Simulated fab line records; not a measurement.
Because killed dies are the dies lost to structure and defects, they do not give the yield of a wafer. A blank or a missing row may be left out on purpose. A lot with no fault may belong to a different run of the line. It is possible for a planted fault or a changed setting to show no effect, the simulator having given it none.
What tool caused it? | flow sky130 | Sampling: 13 lots, 39 wafers, 4 of 708 route steps

== WHAT THE GAUGES READ, wafer by wafer ==
SKY_VIA1_RS_MEAS_22: uses a four-point probe to measure. Usual: VIA1_W_RS gives 0.427 ohm/sq (standard deviation 0.0057).
lot  | measured     | on            | VIA1_W_RS (ohm/sq) | flag
L315 | day 34 07:41 | film_metro-02 | 0.426 0.421 0.423  |
L317 | day 35 04:43 | film_metro-02 | 0.421 0.417 0.420  |
L318 | day 35 13:16 | film_metro-04 | 0.428 0.427 0.424  |
L320 | day 36 07:34 | film_metro-04 | 0.438 0.432 0.434  |
L323 | day 36 20:14 | film_metro-02 | 0.431 0.429 0.432  |
L324 | day 37 06:37 | film_metro-02 | 0.434 0.435 0.426  |
L325 | day 37 08:57 | film_metro-01 | 0.420 0.424 0.423  |
L327 | day 38 09:18 | film_metro-04 | 0.433 0.433 0.430  |
L330 | day 39 01:28 | film_metro-04 | 0.431 0.431 0.428  |
L331 | day 39 08:14 | film_metro-02 | 0.428 0.424 0.438  |
L333 | day 39 16:43 | film_metro-02 | 0.422 0.430 0.421  |
L334 | day 40 07:13 | film_metro-01 | 0.421 0.420 0.419  |
L338 | day 41 05:34 | film_metro-02 | 0.437 0.435 0.439  |

== EACH LOT AND THE TOOL THAT RAN IT (in order: tool; ch and the chambers of the sampled wafers; start) ==
lot  | SKY_FIELD_ISO_WET_ETCH_30      | SKY_METAL1_SPUTTER_02        | SKY_VIA1_STRIP_16
L315 | wet_bench-01 ch 3, day 2 13:50 | pvd_sputter-01, day 31 22:54 | plasma_asher-03 ch 1, day 34 06:36
L317 | wet_bench-03 ch 1, day 2 20:17 | pvd_sputter-03, day 32 20:25 | plasma_asher-03 ch 0,1, day 35 03:54
L318 | wet_bench-03 ch 2, day 3 02:55 | pvd_sputter-03, day 33 05:11 | plasma_asher-02 ch 0,1, day 35 12:29
L320 | wet_bench-01 ch 0, day 3 13:38 | pvd_sputter-04, day 33 23:27 | plasma_asher-03 ch 0,1, day 36 06:39
L323 | wet_bench-03 ch 1, day 4 05:10 | pvd_sputter-03, day 34 13:46 | plasma_asher-02 ch 1, day 36 19:29
L324 | wet_bench-03 ch 0, day 4 09:37 | pvd_sputter-03, day 34 23:33 | plasma_asher-04 ch 0,1, day 37 05:51
L325 | wet_bench-03 ch 1, day 4 13:53 | pvd_sputter-04, day 35 02:23 | plasma_asher-04 ch 0,1, day 37 08:12
L327 | wet_bench-04 ch 0, day 5 02:29 | pvd_sputter-01, day 36 02:48 | plasma_asher-02 ch 0,1, day 38 08:32
L330 | wet_bench-01 ch 3, day 5 17:51 | pvd_sputter-04, day 36 19:36 | plasma_asher-03 ch 0,1, day 39 00:42
L331 | wet_bench-01 ch 2, day 5 22:47 | pvd_sputter-04, day 37 02:56 | plasma_asher-03 ch 0,1, day 39 07:27
L333 | wet_bench-04 ch 2, day 6 06:47 | pvd_sputter-01, day 37 10:37 | plasma_asher-04 ch 0,1, day 39 15:54
L334 | wet_bench-04 ch 1, day 6 14:54 | pvd_sputter-03, day 38 02:41 | plasma_asher-02 ch 0,1, day 40 06:20
L338 | wet_bench-01 ch 3, day 7 10:01 | pvd_sputter-01, day 39 00:25 | plasma_asher-04 ch 0,1, day 41 04:34
- SKY_FIELD_ISO_WET_ETCH_30: etches SiO2 in dHF, target depth 25 nm, time 50 s.
- SKY_METAL1_SPUTTER_02: material AlCu, target thk 250 nm, time 13.3 s.
- SKY_VIA1_STRIP_16: strips in O2/N2.

== AS READ BY THE TOOLS THEMSELVES (means over the sampled wafers that have a number; for cases with no such wafer, the mark the record gives instead) ==
SKY_FIELD_ISO_WET_ETCH_30. Usual: bath_heat_duty_pct 6.2 %, standard deviation 0.71; temp_c 25.00 C, standard deviation 0.11.
lot  | tool         | bath_heat_duty_pct (%) | temp_c (C) | flag
L315 | wet_bench-01 | 5.6                    | 25.15      |
L317 | wet_bench-03 | 6.0                    | 25.10      |
L318 | wet_bench-03 | 7.2                    | 25.08      |
L320 | wet_bench-01 | 6.1                    | 25.19      |
L323 | wet_bench-03 | 5.2                    | 25.06      |
L324 | wet_bench-03 | 21.3                   | 35.90      | OFF
L325 | wet_bench-03 | 18.4                   | 35.96      | OFF
L327 | wet_bench-04 | 6.8                    | 24.90      |
L330 | wet_bench-01 | 5.7                    | 25.02      |
L331 | wet_bench-01 | 5.3                    | 24.93      |
L333 | wet_bench-04 | 6.1                    | 24.95      |
L334 | wet_bench-04 | 6.3                    | 25.03      |
L338 | wet_bench-01 | 5.8                    | 24.98      |

SKY_METAL1_SPUTTER_02. Usual: throttle_valve_pct reads 30.2 % (standard deviation 0.91).
lot  | tool           | throttle_valve_pct (%) | flag
L315 | pvd_sputter-01 | 30.9                   |
L317 | pvd_sputter-03 | 29.4                   |
L318 | pvd_sputter-03 | 29.6                   |
L320 | pvd_sputter-04 | 29.6                   |
L323 | pvd_sputter-03 | 30.2                   |
L324 | pvd_sputter-03 | 29.5                   |
L325 | pvd_sputter-04 | 29.8                   |
L327 | pvd_sputter-01 | 31.1                   |
L330 | pvd_sputter-04 | 29.9                   |
L331 | pvd_sputter-04 | 29.9                   |
L333 | pvd_sputter-01 | 30.7                   |
L334 | pvd_sputter-03 | 30.5                   |
L338 | pvd_sputter-01 | 32.2                   |

SKY_VIA1_STRIP_16. Usual: drypump_motor_current_A 6.0 A, standard deviation 0.37; oes_product_au 0.415 a.u., standard deviation 0.0051; strip_time_to_endpoint_s 4.451 s, standard deviation 0.025.
lot  | tool            | drypump_motor_current_A (A) | oes_product_au (a.u.) | strip_time_to_endpoint_s (s) | flag
L315 | plasma_asher-03 | 6.4                         | 0.414                 | 4.432                        |
L317 | plasma_asher-03 | 5.9                         | 0.411                 | 4.403                        |
L318 | plasma_asher-02 | 5.8                         | 0.415                 | 4.439                        |
L320 | plasma_asher-03 | 6.2                         | 0.414                 | 4.431                        |
L323 | plasma_asher-02 | 5.4                         | 0.415                 | 4.463                        |
L324 | plasma_asher-04 | 6.2                         | 0.417                 | 4.477                        |
L325 | plasma_asher-04 | 6.2                         | 0.412                 | 4.445                        |
L327 | plasma_asher-02 | 5.6                         | 0.421                 | 4.487                        |
L330 | plasma_asher-03 | 5.9                         | 0.420                 | 4.465                        |
L331 | plasma_asher-03 | 6.1                         | 0.416                 | 4.454                        |
L333 | plasma_asher-04 | 6.0                         | 0.413                 | 4.419                        |
L334 | plasma_asher-02 | 5.8                         | 0.417                 | 4.480                        |
L338 | plasma_asher-04 | 6.0                         | 0.418                 | 4.452                        |

== THE ANSWER, worked out from the rows above alone ==
Rule: lot off if the mean of its wafers having a number is beyond 3 standard deviations from the usual mean. Also off: a lot with no number at a reading for which 4 or more lots have one. Any other lot the step has rows for is counted as sound. Order of review: gauges by route order, followed by the tools' own readings, for which a lot's mean as printed above is used. The first step at which some lot is off is used, and at that step the reading that is off furthest; a lot without a number counts as furthest.
Off, at SKY_FIELD_ISO_WET_ETCH_30 on temp_c: L324, L325.
A tool fits if, at that step or a process step before it, it ran every lot that is off, and no sound lot after the first of them. One candidate fits, namely wet_bench-03 at SKY_FIELD_ISO_WET_ETCH_30. Its last sound lot is L323 (day 4 05:10), its first lot that is off L324 (day 4 09:37): a fault that began between those two fits.
The tool's own readings at SKY_FIELD_ISO_WET_ETCH_30 bear it out: on the lots that are off they differ by more than 5 times the standard deviation of the sound lots' means. bath_heat_duty_pct reads 19.9 % there against 6.0 % on the sound lots; temp_c reads 35.93 C there against 25.04 C on the sound lots.

== WHAT THE SIMULATOR HAD INSERTED ==
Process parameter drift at SKY_FIELD_ISO_WET_ETCH_30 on wet_bench-03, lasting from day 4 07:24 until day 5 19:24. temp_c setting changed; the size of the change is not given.
Shown lots that were struck: L324, L325. Same finding as the rule above.
